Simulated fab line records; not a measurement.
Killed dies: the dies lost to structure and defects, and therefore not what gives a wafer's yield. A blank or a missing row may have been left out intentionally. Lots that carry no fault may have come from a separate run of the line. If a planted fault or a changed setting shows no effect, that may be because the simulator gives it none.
What tool caused it?	flow gf180mcu	Sampling: 14 lots, 42 wafers, 2 of 602 route steps

== WHAT EACH GAUGE READ, for each wafer ==
GF_M5_CD_MEAS_07: target cd 280 nm.
lot	measured	on	cd nm (nm)
L723	day 26 20:32	cd sem-02	281.1 279.8 281.7
L724	day 27 15:20	cd sem-02	280.9 280.7 281.3
L725	day 27 23:55	cd sem-02	277.0 278.3 278.3
L726	day 28 06:29	cd sem-02	280.5 279.1 280.6
L727	day 28 18:27	cd sem-02	278.9 279.8 279.7
L730	day 29 09:22	cd sem-02	281.2 282.2 280.0
L731	day 29 14:02	cd sem-02	279.0 280.9 279.5
L734	day 30 10:20	cd sem-02	278.9 280.3 279.7
L735	day 30 13:50	cd sem-02	280.9 281.5 281.5
L736	day 30 22:16	cd sem-02	280.4 281.4 282.5
L737	day 31 03:38	cd sem-01	282.2 283.2 281.6
L740	day 31 18:50	cd sem-02	279.8 280.7 279.5
L742	day 32 05:58	cd sem-02	280.1 280.6 280.6
L743	day 32 15:20	cd sem-02	280.7 281.9 282.4

== EACH LOT AND THE TOOL THAT RAN IT (in order: tool; ch and the chambers of the sampled wafers; start) ==
lot	GF_MIM_STRIP_20
L723	plasma asher-04 ch 0,1, day 25 22:45
L724	plasma asher-04 ch 0,1, day 26 18:37
L725	plasma asher-02 ch 0,1, day 27 03:12
L726	plasma asher-04 ch 0,1, day 27 10:46
L727	plasma asher-03 ch 0,1, day 27 21:47
L730	plasma asher-02 ch 0,1, day 28 13:59
L731	plasma asher-02 ch 0,1, day 28 19:16
L734	plasma asher-03 ch 0,1, day 29 15:22
L735	plasma asher-04 ch 0,1, day 29 17:59
L736	plasma asher-02 ch 1, day 30 02:58
L737	plasma asher-04 ch 0,1, day 30 09:07
L740	plasma asher-02 ch 0,1, day 31 00:30
L742	plasma asher-03 ch 1, day 31 12:19
L743	plasma asher-04 ch 0,1, day 31 22:07
- GF_MIM_STRIP_20: strips in O2/N2.

== WHAT THE TOOLS THEMSELVES READ (means of the sampled wafers that have a number; where no wafer has one, the mark that the record gives instead) ==
GF_MIM_STRIP_20.
lot	tool	drypump motor current A (A)	heater power w (W)	oes product au (a.u.)	strip time to endpoint s (s)
L723	plasma asher-04	5.3	323	0.685	11.17
L724	plasma asher-04	5.7	323	0.690	11.21
L725	plasma asher-02	5.5	327	0.691	11.24
L726	plasma asher-04	5.3	323	0.687	11.20
L727	plasma asher-03	5.8	337	0.690	11.23
L730	plasma asher-02	5.4	322	0.693	11.29
L731	plasma asher-02	5.4	314	0.696	11.27
L734	plasma asher-03	5.8	335	0.688	11.15
L735	plasma asher-04	5.2	320	0.689	11.18
L736	plasma asher-02	5.9	311	0.690	11.22
L737	plasma asher-04	5.2	323	0.691	11.21
L740	plasma asher-02	5.7	312	0.687	11.15
L742	plasma asher-03	5.5	323	0.697	11.26
L743	plasma asher-04	5.7	325	0.690	11.26

== THE ANSWER, worked out from the rows above alone ==
Rule: the usual values come from the lots themselves. The widest of any qualifying gaps counts: lots, ordered by their means at a reading, are off when they make up no more than a third of the lots, leave a main group of 4 or more, and stand apart from it by 3 or more times the standard deviation of that group's means. A main group is skipped when, at the precision printed for the reading in the tables above, its means are all equal. A lot without any number at a reading at which 4 lots or more have one is off too. All remaining lots with rows at the step are treated as sound. After the gauges, taken in route order, come the tools' own readings; for these a lot's mean is taken, as printed above. The first step at which some lot is off is used, and at that step the reading that is off furthest; a lot without a number counts as furthest.
No lot is off at any reading shown: from this, nothing can be told.

== WHAT HAD BEEN PUT IN BY THE SIMULATOR ==
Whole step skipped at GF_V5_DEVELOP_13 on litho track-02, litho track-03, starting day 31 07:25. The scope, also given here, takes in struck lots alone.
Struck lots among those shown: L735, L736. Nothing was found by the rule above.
